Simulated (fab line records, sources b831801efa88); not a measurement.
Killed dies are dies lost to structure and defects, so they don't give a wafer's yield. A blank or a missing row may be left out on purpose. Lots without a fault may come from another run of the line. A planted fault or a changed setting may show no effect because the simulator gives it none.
A struck lot beside a sound one | flow sky130 | 22 steps out of a route of 708
Sound: wafers L180.1, L180.2, L180.4. Struck: wafer L192.2. (L192.1, L192.4 of the same lot were not struck and are left out.) The cause comes at the end.
At each step with rows: each side's tool, then ch and its chambers, then its first start. Under that, the readings that differ: sound wafers | struck wafers | difference of the means | sigmas: that difference in standard deviations of wafers without a fault.
alike: readings whose means differ by less than 2 such deviations, and words and numbers that are the same on both sides. not compared: withheld readings, readings that some wafer has no value for, bounds like >300 that may hide the same value, and numbers for which the record gives no deviation and whose values overlap.
The two part at a step that has a row with sigmas, a row that says differs or no value, or rows on one side only. Numbers that don't overlap but have no deviation are shown without sigmas and don't part them. A reading that every wafer of one side lacks parts them only if that side has two wafers or more.

SKY_METAL3_ETCH_17: etches SiO2 in C4F8/O2/Ar, stops on TiN, time 3.9 s, target depth 15 nm.
  sound on rie_diel-03 ch 2,3, day 40 11:10; struck on rie_diel-03 ch 2, day 44 02:37
  alike: chamber_pressure_mTorr, oes_product_au
  not compared: rf_hours_counter_h
SKY_METAL3_METAL_ETCH_18: etches the open film in Cl2/BCl3, stops on SiO2, target depth 845 nm, time 183.1 s.
  sound on rie_metal-04 ch 0,1, day 40 11:11; struck on rie_metal-04 ch 1, day 44 02:38
  alike: chamber_pressure_mTorr, drypump_motor_current_A, oes_product_au, throttle_valve_pct
  not compared: rf_hours_counter_h
SKY_METAL3_STRIP_19: strips in O2/N2.
  sound on plasma_asher-04 ch 0,1, day 40 11:22; struck on plasma_asher-02 ch 1, day 44 02:49
  alike: chamber_pressure_mTorr, drypump_motor_current_A, oes_product_au, strip_time_to_endpoint_s
  not compared: rf_hours_counter_h
then, 4 steps without rows for these wafers: SKY_METAL3_STRIP_20 (strips in post etch residue remover, time 1200 s); SKY_METAL3_CLEAN_21 (cleans in IPA, time 180 s); SKY_METAL3_CLEAN_22 (cleans in O3/DIW); SKY_VIA3_HDPCVD_00 (deposits SiO2, target thk 1635 nm, time 272.5 s).
SKY_VIA3_THK_MEAS_01:
  sound on film_metro-03, day 40 12:08; struck on film_metro-04, day 44 03:37
  alike: VIA3_HDPCVD_THK
SKY_VIA3_CMP_02: polishes SiO2.
  sound on cmp-01 ch 1,2,3, day 40 12:11; struck on cmp-01 ch 0, day 44 03:43
  reading             | sound         | struck | difference | sigmas
  motor_current_A (A) | 13.8 11.1 8.6 | 14.4   | +3.2       | +2
  alike: edge_zone_pressure_frac
SKY_VIA3_BOW_MEAS_03:
  sound on film_metro-02, day 40 12:29; struck on film_metro-02, day 44 03:58
  reading       | sound    | struck | difference | sigmas
  VIA3_BOW (um) | 79 68 75 | 92     | +18        | +2
then, 2 steps without rows for these wafers: SKY_VIA3_DEHYDRATE_04 (time 60 s); SKY_VIA3_HMDS_05 (prime time 60 s).
SKY_VIA3_COAT_06: resist thk 60 nm.
  sound on litho_track-01 ch 0, day 41 00:39; struck on litho_track-04 ch 0, day 44 14:37
  alike: exhaust_pa
then, 5 steps without rows for these wafers: SKY_VIA3_COAT_07 (resist thk 450 nm); SKY_VIA3_SOFTBAKE_08 (time 90 s); SKY_VIA3_EXPOSE_09 (exposes mask VIM3, target cd 200 nm); SKY_VIA3_PEB_10; SKY_VIA3_DEVELOP_11 (develop time 60 s).
SKY_VIA3_CD_MEAS_12: target cd 200 nm.
  sound on cd_sem-02, day 41 12:52; struck on cd_sem-02, day 45 02:18
  alike: cd_nm
SKY_VIA3_OVL_MEAS_13:
  sound on overlay-02, day 41 12:59; struck on overlay-02, day 45 02:25
  alike: VIA3_OVL
SKY_VIA3_ETCH_14: etches BARC in N2/H2, stops on SiO2, time 45.9 s, target depth 60 nm.
  sound on rie_diel-02 ch 0,3, day 41 13:01; struck on rie_diel-03 ch 0, day 45 02:28
  reading                        | sound             | struck | difference | sigmas
  chamber_pressure_mTorr (mTorr) | 30.05 30.07 29.98 | 29.96  | -0.07      | -2
  oes_product_au (a.u.)          | 0.851 0.851 0.858 | 0.880  | +0.027     | +5
  model.etch.depth_nm (nm)       | 59.86 59.88 59.82 | 61.92  | +2.07      |
  alike: drypump_motor_current_A, throttle_valve_pct
  not compared: rf_hours_counter_h
SKY_VIA3_ETCH_15: etches SiO2 in C4F8/O2/Ar, stops on TiN, target depth 507 nm, time 78 s.
  sound on rie_diel-02 ch 0,3, day 41 13:04; struck on rie_diel-03 ch 0, day 45 02:30
  alike: chamber_pressure_mTorr, oes_product_au
  not compared: rf_hours_counter_h

WHERE THEY PART
First at SKY_VIA3_CMP_02; last, within this record, at SKY_VIA3_ETCH_14. Later steps at which nothing parts them and some readings are alike: SKY_VIA3_ETCH_15.

WHY: what the simulator had put in
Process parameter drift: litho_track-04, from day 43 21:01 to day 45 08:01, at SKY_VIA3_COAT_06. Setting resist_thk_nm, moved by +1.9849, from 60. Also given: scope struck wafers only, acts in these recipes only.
